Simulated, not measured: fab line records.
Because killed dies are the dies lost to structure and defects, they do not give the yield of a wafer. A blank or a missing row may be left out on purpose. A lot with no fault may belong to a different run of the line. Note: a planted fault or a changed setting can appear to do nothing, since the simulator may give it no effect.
Chamber matching ; flow gf180mcu ; GF_V5_CMP_26 on cmp-02 has 4 sister chambers
The step polishes, stops on SiO2, t overpolish 15 s, target thk 0 nm. 8 wafers are shown with their chamber, then 11 later ones without.

== WAFERS WITH THEIR CHAMBER ==
wafer;chamber;motor current A (A);retaining ring pressure frac
L664.2;0;11.3;1.000
L671.1;2;10.4;1.011
L671.5;1;9.9;1.003
L672.6;2;9.8;1.004
L675.1;3;11.3;1.005
L675.5;1;9.9;0.990
L675.6;0;11.6;1.001
L678.2;3;11.6;1.000

== WAFERS WITH NO CHAMBER GIVEN ==
wafer;motor current A (A);retaining ring pressure frac
L678.4;10.6;0.998
L678.6;10.5;1.001
L679.1;10.3;1.004
L679.4;11.2;1.004
L679.5;11.5;0.995
L681.1;10.2;1.008
L681.4;11.1;1.004
L681.6;10.3;1.003
L682.3;11.3;0.996
L682.4;9.5;1.000
L682.5;10.4;0.994

== EACH ONE'S CHAMBER ==
wafer;from the rows above;in truth
L678.4;can't be placed: 2 or 1 or 0 or 3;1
L678.6;can't be placed: 2 or 1 or 0 or 3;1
L679.1;can't be placed: 2 or 1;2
L679.4;can't be placed: 3 or 0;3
L679.5;can't be placed: 0 or 3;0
L681.1;can't be placed: 2 or 1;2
L681.4;can't be placed: 3 or 0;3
L681.6;can't be placed: 2 or 1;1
L682.3;can't be placed: 0 or 3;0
L682.4;can't be placed: 1 or 2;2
L682.5;can't be placed: 1 or 2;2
Correct placement for 0 of the 11. These rows do not allow placing 11 (true chamber among the candidates in 11). Number placed wrongly: 0.
How it was worked out, from the rows above alone: a wafer's distance from a chamber is the root of the sum, over the readings, of the square of ((its reading less the chamber's mean) divided by the reading's scatter). If the next closest chamber is less than 2 further off than the closest, the wafer can't be placed; otherwise it belongs to the closest. Each chamber's mean is taken over the wafers shown for it. The scatter: take each reading less its chamber's mean, square it, sum over the shown wafers, divide by the number of wafers less the number of chambers, and take the root.
